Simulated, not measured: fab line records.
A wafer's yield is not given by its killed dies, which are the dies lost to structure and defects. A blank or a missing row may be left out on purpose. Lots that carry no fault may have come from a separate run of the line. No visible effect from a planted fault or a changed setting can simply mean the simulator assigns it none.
A struck lot beside a sound one + flow sky130 + 15 out of 708 route steps
Sound: wafers L738.1, L738.2, L738.5. Wafers L752.2, L752.3, L752.4 were the ones struck. The cause is given at the end.
Per side, at each step with rows, come the tool, then ch with its chambers, and then its first start. Under that, the readings that differ: sound wafers + struck wafers + difference of the means + sigmas: that difference in standard deviations of wafers without a fault.
alike: words and numbers the same on both sides, and readings whose means are apart by under 2 such deviations; not compared: readings that were withheld, readings missing a value for some wafer, numbers with overlapping values and no deviation given by the record, and bounds like >300 which may hide the same value.
Wherever a step has rows on one side only, a row that says differs or no value, or a row with sigmas, the two part there. Non-overlapping numbers with no deviation appear without sigmas and do not part them. A reading that every wafer of one side lacks parts them only if that side has two wafers or more.

first, 8 steps without rows for these wafers: SKY_METAL4_DEHYDRATE_05 (time 60 s); SKY_METAL4_HMDS_06 (prime time 60 s); SKY_METAL4_COAT_07 (resist thk 60 nm); SKY_METAL4_COAT_08 (resist thk 1140 nm); SKY_METAL4_SOFTBAKE_09 (time 90 s); SKY_METAL4_EXPOSE_10 (exposes mask MM4, target cd 300 nm); SKY_METAL4_PEB_11; SKY_METAL4_DEVELOP_12 (develop time 60 s).
SKY_METAL4_CD_MEAS_13 targets a cd of 300 nm.
  sound on cd sem-02 at day 42 05:36; struck on cd sem-02 at day 45 23:02
  alike: cd nm
SKY_METAL4_OVL_MEAS_14:
  sound on overlay-02 at day 42 05:43; struck on overlay-02 at day 45 23:08
  alike: METAL4_OVL
SKY_METAL4_DESCUM_15: chemistry O2, time 8 s.
  sound on rie metal-03 ch 1, day 42 05:46; struck on rie metal-04 ch 0,1, day 45 23:10
  alike: chamber pressure mTorr, drypump motor current A, he backside leak sccm, oes product au
  not compared: rf hours counter h
SKY_METAL4_ETCH_16: etches BARC in N2/H2, stops on SiO2, time 88.2 s, target depth 60 nm.
  sound on rie metal-03 ch 1, day 42 05:49; struck on rie metal-04 ch 0,1, day 45 23:12
  alike: chamber pressure mTorr, drypump motor current A, he backside leak sccm, oes product au, rf fwd power W, throttle valve pct
  not compared: rf hours counter h
SKY_METAL4_ETCH_17: etches SiO2 in C4F8/O2/Ar, stops on TiN, time 3.9 s, target depth 15 nm.
  sound on rie diel-03 ch 1,2, day 42 06:01; struck on rie diel-03 ch 1,2, day 45 23:18
| reading            | sound          | struck         | difference | sigmas |
|--------------------|----------------|----------------|------------|--------|
| rf fwd power W (W) | 1481 1469 1478 | 1718 1705 1727 | +241       | +32    |
  alike: chamber pressure mTorr, oes product au
  not compared: rf hours counter h
SKY_METAL4_METAL_ETCH_18: etches the open film in Cl2/BCl3, stops on SiO2, target depth 845 nm, time 183.1 s.
  sound on rie metal-02 ch 0,1, day 42 06:02; struck on rie metal-03 ch 0, day 45 23:23
| reading                     | sound             | struck            | difference | sigmas |
|-----------------------------|-------------------|-------------------|------------|--------|
| drypump motor current A (A) | 6.0 6.5 6.5       | 5.3 5.3 5.3       | -1.0       | -3     |
| mfc cl2 sccm (sccm)         | 60.22 60.40 60.18 | 59.91 59.95 59.86 | -0.36      | -2     |
  alike: chamber pressure mTorr, he backside leak sccm, oes product au, rf fwd power W, throttle valve pct
  not compared: rf hours counter h
-- the record jumps here: 4 days lie between the struck wafers' starts before and after (it left off in module METAL4 and takes up again in module PAD_OPEN, whose first step shown is number 708 of the route) --
SKY_PAD_OPEN_PROBE_99:
  sound on prober-02 at day 46 04:29; struck on prober-02 at day 49 12:20
  alike: defect limited yield, killed_at_M0_to_M3, killed_at_M4_up, killed at contacts, killed at front end, killed at other, killed dies, killed open, killed short, sort_bin_3_pad_short, sort_bin_5_function, sort_bin_6_memory, sort n pass, sort yield pct

## WHERE THEY PART
Last at SKY_METAL4_METAL_ETCH_18 as far as this record goes, first at SKY_METAL4_ETCH_17. Later steps at which nothing parts them and some readings are alike: SKY_PAD_OPEN_PROBE_99.

WHY: the cause the simulator had injected
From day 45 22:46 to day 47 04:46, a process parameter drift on rie diel-03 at SKY_METAL4_ETCH_17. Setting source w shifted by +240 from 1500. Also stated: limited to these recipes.
